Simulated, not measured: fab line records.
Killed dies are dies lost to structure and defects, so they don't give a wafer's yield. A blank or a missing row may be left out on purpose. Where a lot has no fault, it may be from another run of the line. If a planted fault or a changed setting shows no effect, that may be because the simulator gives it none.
Which tool is to blame? / flow gf180mcu / Sampling: 6 lots, 18 wafers, 4 of 602 route steps

## WHAT EACH GAUGE READ, for each wafer
GF_PASSIVATION_BOW_MEAS_14.
lot=L971; measured=day 30 06:01; on=film_metro-01; PASSIVATION_BOW (um)=139 132 127
lot=L973; measured=day 30 18:36; on=film_metro-03; PASSIVATION_BOW (um)=160 139 160
lot=L976; measured=day 31 10:50; on=film_metro-03; PASSIVATION_BOW (um)=136 140 143
lot=L980; measured=day 32 16:36; on=film_metro-03; PASSIVATION_BOW (um)=137 125 122
lot=L984; measured=day 33 10:52; on=film_metro-01; PASSIVATION_BOW (um)=135 151 134
lot=L990; measured=day 34 21:14; on=film_metro-01; PASSIVATION_BOW (um)=146 144 149

## WHAT TOOL EACH LOT RAN ON (gives the tool, then ch and the chambers of the sampled wafers, and finally the start)
lot=L971; GF_M4_METAL_ETCH_16=rie_metal-03 ch 0,1, day 24 17:49; GF_V4_CMP_26=cmp-01 ch 0,2,3, day 25 17:34; GF_MIM_CVD_05=pecvd-04 ch 0,2, day 25 17:59
lot=L973; GF_M4_METAL_ETCH_16=rie_metal-02 ch 0,1, day 25 11:46; GF_V4_CMP_26=cmp-01 ch 0,2, day 26 11:18; GF_MIM_CVD_05=pecvd-04 ch 0,1, day 26 11:49
lot=L976; GF_M4_METAL_ETCH_16=rie_metal-01 ch 0, day 26 05:40; GF_V4_CMP_26=cmp-02 ch 1,2,3, day 27 05:07; GF_MIM_CVD_05=pecvd-04 ch 0,1,2, day 27 05:35
lot=L980; GF_M4_METAL_ETCH_16=rie_metal-03 ch 0,1, day 27 16:07; GF_V4_CMP_26=cmp-02 ch 0,1,2, day 28 14:29; GF_MIM_CVD_05=pecvd-01 ch 0,1,2, day 28 14:58
lot=L984; GF_M4_METAL_ETCH_16=rie_metal-02 ch 0,1, day 28 15:37; GF_V4_CMP_26=cmp-01 ch 0,3, day 29 14:13; GF_MIM_CVD_05=pecvd-04 ch 0,1,2, day 29 14:46
lot=L990; GF_M4_METAL_ETCH_16=rie_metal-02 ch 0,1, day 30 11:13; GF_V4_CMP_26=cmp-02 ch 0,1,3, day 31 07:46; GF_MIM_CVD_05=pecvd-01 ch 0,2, day 31 08:14
- GF_M4_METAL_ETCH_16: etches the open film in Cl2/BCl3, stops on SiO2, target depth 750.8 nm, time 125.1 s.
- GF_V4_CMP_26: polishes, stops on SiO2, t overpolish 15 s, target thk 0 nm.
- GF_MIM_CVD_05: deposits Si3N4, target thk 42 nm, time 29.086 s.

## THE ANSWER, worked out from the rows above alone
Rule: the usual values come from the lots themselves. The widest of any qualifying gaps counts: lots, ordered by their means at a reading, are off when they make up no more than a third of the lots, leave a main group of 4 or more, and stand apart from it by 3 or more times the standard deviation of that group's means. If all means in a main group match to the digits the tables above print for the reading, that group is not used. A lot without any number at a reading at which 4 lots or more have one is off too. The other lots that the step has rows for count as sound.
None of the lots is off at any reading shown; this tells nothing.

## WHAT THE SIMULATOR HAD PUT IN
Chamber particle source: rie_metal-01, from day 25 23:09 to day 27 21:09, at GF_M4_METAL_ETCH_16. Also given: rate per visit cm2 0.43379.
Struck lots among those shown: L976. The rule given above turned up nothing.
